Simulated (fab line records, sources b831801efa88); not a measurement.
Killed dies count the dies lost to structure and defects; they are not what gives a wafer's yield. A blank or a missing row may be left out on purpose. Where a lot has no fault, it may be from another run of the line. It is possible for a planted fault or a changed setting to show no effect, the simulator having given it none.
A lot that was struck, set against a sound lot | flow sky130 | 26 steps out of a route of 708
Sound: wafers L220.1, L220.5, L220.6. Struck: wafers L227.1, L227.2, L227.6. Last of all comes the cause.
At each step with rows: each side's tool, then ch and its chambers, then its first start. Under that, the readings that differ: sound wafers | struck wafers | difference of the means | sigmas: that difference in standard deviations of wafers without a fault.
alike: words and numbers the same on both sides, and readings whose means are apart by under 2 such deviations; not compared: readings that were withheld, readings missing a value for some wafer, numbers with overlapping values and no deviation given by the record, and bounds like >300 which may hide the same value.
A row with sigmas, a row that says differs or no value, or rows on one side alone: a step with any of these is where the two part. Non-overlapping numbers with no deviation appear without sigmas and do not part them. A reading missing from all wafers of one side parts the sides only when that side holds two or more wafers.

first, 3 steps without rows for these wafers: SKY_FIELD_ISO_WET_ETCH_30 (etches SiO2 in dHF, target depth 25 nm, time 50 s); SKY_NWELL_CLEAN_00 (cleans in SC1/SC2, time 150 s); SKY_NWELL_OXIDATION_01 (stabilise 600 s, purge 300 s, target thk 10 nm).
SKY_NWELL_THK_MEAS_02:
  sound on film metro-04, day 2 19:19; struck on film metro-04, day 4 04:42
  alike: NWELL_OXIDATION_THK
then, 8 steps without rows for these wafers: SKY_DNWELL_DEHYDRATE_00 (time 60 s); SKY_DNWELL_HMDS_01 (prime time 60 s); SKY_DNWELL_COAT_02 (resist thk 3000 nm); SKY_DNWELL_SOFTBAKE_03; SKY_DNWELL_EXPOSE_04 (exposes mask DNM, target cd 3000 nm); SKY_DNWELL_PEB_05; SKY_DNWELL_DEVELOP_06 (develop time 60 s); SKY_DNWELL_IMPLANT_07.
SKY_DNWELL_STRIP_08: strips in O2/N2.
  sound on plasma asher-02 ch 0,1, day 3 11:02; struck on plasma asher-02 ch 0,1, day 4 22:05
  no value came back on the struck wafers for chamber pressure mTorr (mTorr), drypump motor current A (A), oes product au (a.u.), strip time to endpoint s (s); on the sound wafers chamber pressure mTorr (mTorr) reads 1499.9 1496.9 1499.8
  reading                                  | sound | struck         | difference | sigmas
  model.coat_of_DNWELL_COAT_02.thk nm (nm) | 0 0 0 | 2993 2992 3006 | +2997      |
  not compared: rf hours counter h
SKY_DNWELL_TW_MEAS_09:
  sound on film metro-03, day 3 11:08; struck on film metro-04, day 4 22:11
  alike: DNWELL_TW
then, 7 steps without rows for these wafers: SKY_PWDE_DEHYDRATE_00 (time 60 s); SKY_PWDE_HMDS_01 (prime time 60 s); SKY_PWDE_COAT_02 (resist thk 3000 nm); SKY_PWDE_SOFTBAKE_03; SKY_PWDE_EXPOSE_04 (exposes mask PWDEM, target cd 840 nm); SKY_PWDE_PEB_05; SKY_PWDE_DEVELOP_06 (develop time 58.67 s).
SKY_PWDE_OVL_MEAS_07:
  sound on overlay-02, day 4 04:08; struck on overlay-01, day 5 15:23
  alike: PWDE_OVL
next, for these wafers, 1 step has no rows: SKY_PWDE_IMPLANT_08.
SKY_PWDE_STRIP_09: strips in O2/N2.
  sound on plasma asher-03 ch 0,1, day 4 04:19; struck on plasma asher-04 ch 0,1, day 5 15:35
  reading                      | sound             | struck            | difference | sigmas
  oes product au (a.u.)        | 0.717 0.723 0.718 | 0.742 0.729 0.742 | +0.018     | +4
  strip time to endpoint s (s) | 36.98 36.88 36.92 | 81.16 81.13 81.51 | +44.34     | +99 or more
  alike: chamber pressure mTorr, drypump motor current A
  not compared: rf hours counter h
SKY_PWDE_TW_MEAS_10:
  sound on film metro-04, day 4 04:25; struck on film metro-03, day 5 15:41
  reading | sound       | struck   | difference | sigmas
  PWDE_TW | 374 373 374 | 30 30 30 | -344       | -80
then, 1 step without rows for these wafers: SKY_NWELL_DEHYDRATE_03 (time 60 s).

== WHERE THEY PART ==
At SKY_DNWELL_STRIP_08 first; at SKY_PWDE_TW_MEAS_10 last (within this record only).

WHY: what had been put in by the simulator
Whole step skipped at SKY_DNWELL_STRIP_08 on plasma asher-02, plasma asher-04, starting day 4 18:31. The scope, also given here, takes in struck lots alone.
